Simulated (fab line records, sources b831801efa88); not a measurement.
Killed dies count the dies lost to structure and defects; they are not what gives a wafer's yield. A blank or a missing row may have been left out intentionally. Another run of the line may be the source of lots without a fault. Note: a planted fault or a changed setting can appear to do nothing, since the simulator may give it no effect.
Struck lot and sound lot, side by side :: flow sky130 :: 24 out of 708 route steps
Sound: the wafers L422.1, L422.3, L422.4. Struck: wafer L433.6; the same lot's L433.4 was not struck, so it is left out; see the end for the cause.
Each step with rows lists, per side, the tool, then ch with its chambers, then its first start. Under that, the readings that differ: sound wafers :: struck wafers :: difference of the means :: sigmas: that difference in standard deviations of wafers without a fault.
alike: a reading whose means differ by less than 2 such deviations, as well as words and numbers matching on both sides. not compared: withheld readings; readings where some wafer has no value; bounds like >300 that might hide an equal value; numbers whose values overlap and for which the record gives no deviation.
Wherever a step has rows on one side only, a row that says differs or no value, or a row with sigmas, the two part there. Non-overlapping numbers with no deviation appear without sigmas and do not part them. A reading missing from all wafers of one side parts the sides only when that side holds two or more wafers.

first, 8 steps without rows for these wafers: SKY_RES_XHIGH_DEHYDRATE_00 (time 60 s); SKY_RES_XHIGH_HMDS_01 (prime time 60 s); SKY_RES_XHIGH_COAT_02 (resist thk 1140 nm); SKY_RES_XHIGH_SOFTBAKE_03 (time 60 s); SKY_RES_XHIGH_EXPOSE_04 (exposes mask URPM, target cd 1270 nm); SKY_RES_XHIGH_PEB_05; SKY_RES_XHIGH_DEVELOP_06 (develop time 60 s); SKY_RES_XHIGH_IMPLANT_07.
SKY_RES_XHIGH_STRIP_08: strips in O2/N2.
  sound on plasma asher-03 ch 0,1, day 28 20:43; struck on plasma asher-01 ch 0, day 31 06:33
  alike: drypump motor current A, n2 flow sccm, oes product au, strip time to endpoint s
  not compared: rf hours counter h
SKY_RES_XHIGH_TW_MEAS_09:
  sound on film metro-01 at day 28 20:49; struck on film metro-04 at day 31 06:38
  alike: RES_XHIGH_TW
then, 2 steps without rows for these wafers: SKY_SD_N_DEHYDRATE_00 (time 60 s); SKY_SD_N_HMDS_01 (prime time 60 s).
SKY_SD_N_COAT_02: resist thk 1140 nm.
  sound on litho track-02 ch 0, day 29 10:55; struck on litho track-02 ch 0, day 31 19:21
reading: model.NOVOLAK_of_SD_N_COAT_02.thk nm (nm)
sound: 1146 1146 1146
struck: 703.5
difference: -442.5
sigmas: 
then, 3 steps without rows for these wafers: SKY_SD_N_SOFTBAKE_03 (time 60 s); SKY_SD_N_EXPOSE_04 (exposes mask NSDM, target cd 380 nm); SKY_SD_N_PEB_05.
SKY_SD_N_DEVELOP_06: develop time 60 s.
  sound on litho track-02 ch 0, day 30 00:28; struck on litho track-04 ch 0, day 32 08:56
reading: model.NOVOLAK_of_SD_N_COAT_02.thk nm (nm)
sound: 1146 1145 1146
struck: 703.1
difference: -442.6
sigmas: 
SKY_SD_N_CD_MEAS_07: target cd 380 nm.
  sound on cd sem-01 at day 30 00:37; struck on cd sem-01 at day 32 09:04
reading: cd nm (nm)
sound: 378.0 379.7 379.6
struck: 431.4
difference: +52.3
sigmas: +22
SKY_SD_N_OVL_MEAS_08:
  sound on overlay-01 at day 30 00:44; struck on overlay-01 at day 32 09:09
  alike: SD_N_OVL
then, 2 steps without rows for these wafers: SKY_SD_N_IMPLANT_09; SKY_SD_N_IMPLANT_10.
SKY_SD_N_STRIP_11: strips in O2/N2.
  sound on plasma asher-01 ch 0,1, day 30 01:05; struck on plasma asher-01 ch 0, day 32 09:30
reading: oes product au (a.u.)
sound: 0.527 0.530 0.528
struck: 0.473
difference: -0.055
sigmas: -13

reading: strip time to endpoint s (s)
sound: 22.63 22.63 22.61
struck: 17.58
difference: -5.04
sigmas: -99 or more
  alike: drypump motor current A, n2 flow sccm
  not compared: rf hours counter h
SKY_SD_N_TW_MEAS_12:
  sound on film metro-03 at day 30 01:11; struck on film metro-01 at day 32 09:36
  alike: SD_N_TW
SKY_PAD_OPEN_PROBE_99:
  the record has rows for the sound wafers here (prober-02, day 47 06:37) and none for the struck ones

WHERE THEY PART
At SKY_SD_N_CD_MEAS_07 first; at SKY_PAD_OPEN_PROBE_99 last (within this record only).

WHY: what had been put in by the simulator
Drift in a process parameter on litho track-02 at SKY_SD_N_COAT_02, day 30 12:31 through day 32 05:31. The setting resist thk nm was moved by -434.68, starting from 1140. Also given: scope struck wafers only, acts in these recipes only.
